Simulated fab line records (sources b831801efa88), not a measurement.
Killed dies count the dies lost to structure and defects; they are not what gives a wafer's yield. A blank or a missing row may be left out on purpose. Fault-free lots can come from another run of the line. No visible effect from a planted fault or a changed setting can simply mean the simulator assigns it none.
Which tool is to blame? ; flow gf180mcu ; 15 lots, 45 wafers sampled, at 3 steps of a route of 602

== WHAT THE GAUGES SHOWED, per wafer ==
GF_M2_OVL_MEAS_15.
lot;measured;on;M2_OVL (nm)
L223;day 19 21:31;overlay-02;-3 -10 -3
L224;day 20 07:29;overlay-01;-10 -7 -17
L225;day 20 15:13;overlay-01;0 2 1
L226;day 21 02:18;overlay-02;-3 0 0
L227;day 21 11:44;overlay-01;-10 -4 -9
L228;day 21 22:24;overlay-01;-7 2 -1
L229;day 22 07:01;overlay-02;0 -3 -3
L230;day 22 17:57;overlay-01;-3 -2 -12
L234;day 24 00:56;overlay-01;- - -
L235;day 24 08:10;overlay-01;- - -
L236;day 24 17:53;overlay-01;- - -
L241;day 26 07:37;overlay-02;0 -2 -1
L242;day 26 10:01;overlay-01;-4 -4 -9
L243;day 26 21:10;overlay-01;1 4 3
L244;day 27 03:52;overlay-01;-6 2 -7

== TOOL THAT RAN EACH LOT (tool first, then ch and the chambers of the sampled wafers, then the start) ==
lot;GF_M2_SPUTTER_02;GF_M2_DEVELOP_13
L223;pvd_sputter-04, day 18 21:16;litho_track-04 ch 0, day 19 21:14
L224;pvd_sputter-04, day 19 06:54;litho_track-01 ch 0, day 20 07:13
L225;pvd_sputter-04, day 19 15:38;litho_track-04 ch 0, day 20 14:56
L226;pvd_sputter-03, day 20 01:53;litho_track-01 ch 0, day 21 02:02
L227;pvd_sputter-02, day 20 11:35;litho_track-01 ch 0, day 21 11:28
L228;pvd_sputter-03, day 20 22:25;litho_track-03 ch 0, day 21 22:09
L229;pvd_sputter-04, day 21 07:16;litho_track-04 ch 0, day 22 06:49
L230;pvd_sputter-02, day 21 18:22;litho_track-03 ch 0, day 22 17:42
L234;pvd_sputter-02, day 23 02:20;litho_track-03, day 24 00:40
L235;pvd_sputter-03, day 23 10:05;litho_track-04, day 24 07:55
L236;pvd_sputter-02, day 23 19:37;litho_track-01, day 24 17:37
L241;pvd_sputter-03, day 25 10:07;litho_track-04 ch 0, day 26 07:22
L242;pvd_sputter-03, day 25 14:11;litho_track-01 ch 0, day 26 09:40
L243;pvd_sputter-04, day 26 00:37;litho_track-04 ch 0, day 26 20:55
L244;pvd_sputter-02, day 26 06:50;litho_track-04 ch 0, day 27 03:35
- GF_M2_SPUTTER_02: material AlCu, target thk 450 nm, time 23.9 s.
- GF_M2_DEVELOP_13: develop time 60 s.

== WHAT THE TOOLS THEMSELVES READ (means of the sampled wafers that have a number; where no wafer has one, the mark that the record gives instead) ==
GF_M2_SPUTTER_02.
lot;tool;throttle_valve_pct (%)
L223;pvd_sputter-04;30.3
L224;pvd_sputter-04;31.1
L225;pvd_sputter-04;31.0
L226;pvd_sputter-03;28.8
L227;pvd_sputter-02;30.8
L228;pvd_sputter-03;28.7
L229;pvd_sputter-04;31.0
L230;pvd_sputter-02;31.0
L234;pvd_sputter-02;30.2
L235;pvd_sputter-03;29.3
L236;pvd_sputter-02;30.2
L241;pvd_sputter-03;29.9
L242;pvd_sputter-03;29.4
L243;pvd_sputter-04;31.1
L244;pvd_sputter-02;30.0

GF_M2_DEVELOP_13.
lot;tool;chill_plate_temp_C (C)
L223;litho_track-04;23.06
L224;litho_track-01;23.09
L225;litho_track-04;22.93
L226;litho_track-01;23.08
L227;litho_track-01;23.09
L228;litho_track-03;23.01
L229;litho_track-04;22.92
L230;litho_track-03;22.86
L234;litho_track-03;-
L235;litho_track-04;-
L236;litho_track-01;-
L241;litho_track-04;22.92
L242;litho_track-01;23.19
L243;litho_track-04;22.98
L244;litho_track-04;22.96

== THE ANSWER, worked out from the rows above alone ==
Rule: the lots themselves supply what counts as usual. Put in order of their means at a reading, lots are off if they are a third of the lots or fewer, leave a main group of 4 or more, and stand apart from it by a gap of 3 or more times the standard deviation of the main group's means; of several such gaps the widest counts. If all means in a main group match to the digits the tables above print for the reading, that group is not used. A lot without any number at a reading at which 4 lots or more have one is off too. The other lots that the step has rows for count as sound. After the gauges, taken in route order, come the tools' own readings; for these a lot's mean is taken, as printed above. The first step at which some lot is off is used, and at that step the reading that is off furthest; a lot without a number counts as furthest.
Off: L234, L235, L236, seen at GF_M2_OVL_MEAS_15 (M2_OVL). Without a number there: L234, L235, L236. Mean -3 nm and standard deviation 3.7 in the main group.
If a tool, at a process step before that reading, ran all the lots that are off and no sound lot after the first of them, it fits. The gauges at GF_M2_OVL_MEAS_15 aren't tried: what is off there is off at GF_M2_DEVELOP_13 too, on other tools, and a gauge's error can't cause that. None of those tried fits.

== WHAT THE SIMULATOR PUT IN ==
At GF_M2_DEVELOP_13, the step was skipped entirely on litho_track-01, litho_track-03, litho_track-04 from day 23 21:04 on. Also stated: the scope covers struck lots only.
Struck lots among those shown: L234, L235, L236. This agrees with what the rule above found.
